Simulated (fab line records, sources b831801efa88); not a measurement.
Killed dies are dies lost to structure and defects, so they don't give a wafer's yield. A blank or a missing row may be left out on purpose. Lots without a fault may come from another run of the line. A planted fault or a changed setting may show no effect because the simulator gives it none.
Which tool did it? | flow sky130 | 6 lots, 17 wafers sampled, at 4 steps of a route of 708

WHAT THE GAUGES READ, wafer by wafer
SKY_VIA1_THK_MEAS_01.
lot  | measured     | on            | VIA1_HDPCVD_THK (nm)
L487 | day 32 23:44 | film_metro-04 | 1030 1049 1028
L489 | day 33 22:35 | film_metro-03 | 1032 1040 1033
L492 | day 35 09:01 | film_metro-04 | 1026 1020 1026
L496 | day 36 14:02 | film_metro-01 | 1024 924
L507 | day 39 02:12 | film_metro-03 | 1019 1024 1025
L509 | day 39 17:51 | film_metro-04 | 1013 1027 1033

WHICH TOOL RAN EACH LOT (tool, then ch and the chambers of the sampled wafers, then the start)
lot  | SKY_CONTACT_CMP_27            | SKY_METAL1_SPUTTER_04        | SKY_VIA1_HDPCVD_00
L487 | cmp-01 ch 0,1,2, day 31 19:29 | pvd_sputter-02, day 31 19:49 | hdpcvd-02 ch 0,2, day 32 23:36
L489 | cmp-01 ch 2,3, day 32 17:48   | pvd_sputter-03, day 32 18:11 | hdpcvd-01 ch 1,2, day 33 22:28
L492 | cmp-01 ch 0,1,2, day 34 04:36 | pvd_sputter-04, day 34 04:53 | hdpcvd-01 ch 1,2, day 35 08:54
L496 | cmp-01 ch 1,3, day 35 10:11   | pvd_sputter-03, day 35 10:28 | hdpcvd-02 ch 1, day 36 13:55
L507 | cmp-02 ch 0,1, day 37 23:34   | pvd_sputter-02, day 37 23:57 | hdpcvd-02 ch 0,2, day 39 02:05
L509 | cmp-02 ch 0,1,3, day 38 15:16 | pvd_sputter-02, day 38 15:33 | hdpcvd-02 ch 1,2, day 39 17:44
- SKY_CONTACT_CMP_27: polishes, stops on SiO2, t overpolish 15 s, target thk 0 nm.
- SKY_METAL1_SPUTTER_04: material TiN, target thk 70 nm, time 58.3 s.
- SKY_VIA1_HDPCVD_00: deposits SiO2, target thk 1030 nm, time 171.7 s.

THE ANSWER, worked out from the rows above alone
Rule: what is usual is taken from the lots themselves. Put in order of their means at a reading, lots are off if they are a third of the lots or fewer, leave a main group of 4 or more, and stand apart from it by a gap of 3 or more times the standard deviation of the main group's means; of several such gaps the widest counts. A main group whose means are all the same, to the digits that the tables above print for the reading, isn't used. A lot without any number at a reading at which 4 lots or more have one is off too. The other lots that the step has rows for count as sound.
Off: L496, at SKY_VIA1_THK_MEAS_01 (VIA1_HDPCVD_THK). The main group: mean 1028 nm, standard deviation 5.7.
A tool fits if, at a process step before that reading, it ran every lot that is off, and no sound lot after the first of them. The gauges at SKY_VIA1_THK_MEAS_01 are tried like those tools. Can't be told from this: 3 tools fit, cmp-01 at SKY_CONTACT_CMP_27, pvd_sputter-03 at SKY_METAL1_SPUTTER_04, film_metro-01 at SKY_VIA1_THK_MEAS_01.

WHAT THE SIMULATOR HAD PUT IN
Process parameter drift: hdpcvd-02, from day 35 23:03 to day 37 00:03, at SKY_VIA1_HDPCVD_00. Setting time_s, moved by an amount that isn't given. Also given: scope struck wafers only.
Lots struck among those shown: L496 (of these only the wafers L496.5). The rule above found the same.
